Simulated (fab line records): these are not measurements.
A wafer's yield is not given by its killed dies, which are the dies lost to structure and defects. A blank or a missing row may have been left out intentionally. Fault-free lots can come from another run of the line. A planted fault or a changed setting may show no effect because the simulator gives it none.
Which tool is to blame? | flow gf180mcu | Sampling: 6 lots, 18 wafers, 3 of 602 route steps

## WHAT THE GAUGES READ, wafer by wafer
GF_CONTACT_CD_MEAS_14 targets a cd of 220 nm.
lot  | measured     | on        | cd nm (nm)
L253 | day 16 09:25 | cd sem-01 | 220.0 220.6 220.8
L255 | day 17 07:30 | cd sem-02 | 219.9 218.9 218.2
L257 | day 17 22:43 | cd sem-01 | 218.2 221.1 219.5
L259 | day 18 16:19 | cd sem-01 | 219.8 219.1 216.9
L271 | day 22 23:13 | cd sem-02 | 220.6 219.0 220.8
L274 | day 23 20:50 | cd sem-01 | 218.1 217.6 218.4

## WHAT TOOL EACH LOT RAN ON (gives the tool, then ch and the chambers of the sampled wafers, and finally the start)
lot  | GF_MVSD_STRIP_10                    | GF_SALICIDE_RTA_06
L253 | plasma asher-01 ch 0,1, day 4 16:31 | rtp anneal-02 ch 0, day 15 10:50
L255 | plasma asher-04 ch 0,1, day 5 03:32 | rtp anneal-01 ch 0, day 16 08:08
L257 | plasma asher-04 ch 0,1, day 5 15:14 | rtp anneal-02 ch 0, day 16 23:18
L259 | plasma asher-04 ch 0,1, day 6 02:14 | rtp anneal-02 ch 0, day 17 15:20
L271 | plasma asher-01 ch 0,1, day 9 01:11 | rtp anneal-01 ch 0, day 21 22:56
L274 | plasma asher-02 ch 0,1, day 9 18:07 | rtp anneal-01 ch 0, day 22 21:19
- GF_MVSD_STRIP_10: strips in O2/N2.
- GF_SALICIDE_RTA_06: time 30 s.

## THE ANSWER, worked out from the rows above alone
Rule: usual is defined by the lots themselves. Put in order of their means at a reading, lots are off if they are a third of the lots or fewer, leave a main group of 4 or more, and stand apart from it by a gap of 3 or more times the standard deviation of the main group's means; of several such gaps the widest counts. Not used: any main group whose means are identical at the precision the tables above print for the reading. A lot without any number at a reading at which 4 lots or more have one is off too. Where the step has rows for the other lots, those lots are counted as sound.
No lot is off on any of the readings shown, so nothing can be concluded from this.

## WHAT HAD BEEN PUT IN BY THE SIMULATOR
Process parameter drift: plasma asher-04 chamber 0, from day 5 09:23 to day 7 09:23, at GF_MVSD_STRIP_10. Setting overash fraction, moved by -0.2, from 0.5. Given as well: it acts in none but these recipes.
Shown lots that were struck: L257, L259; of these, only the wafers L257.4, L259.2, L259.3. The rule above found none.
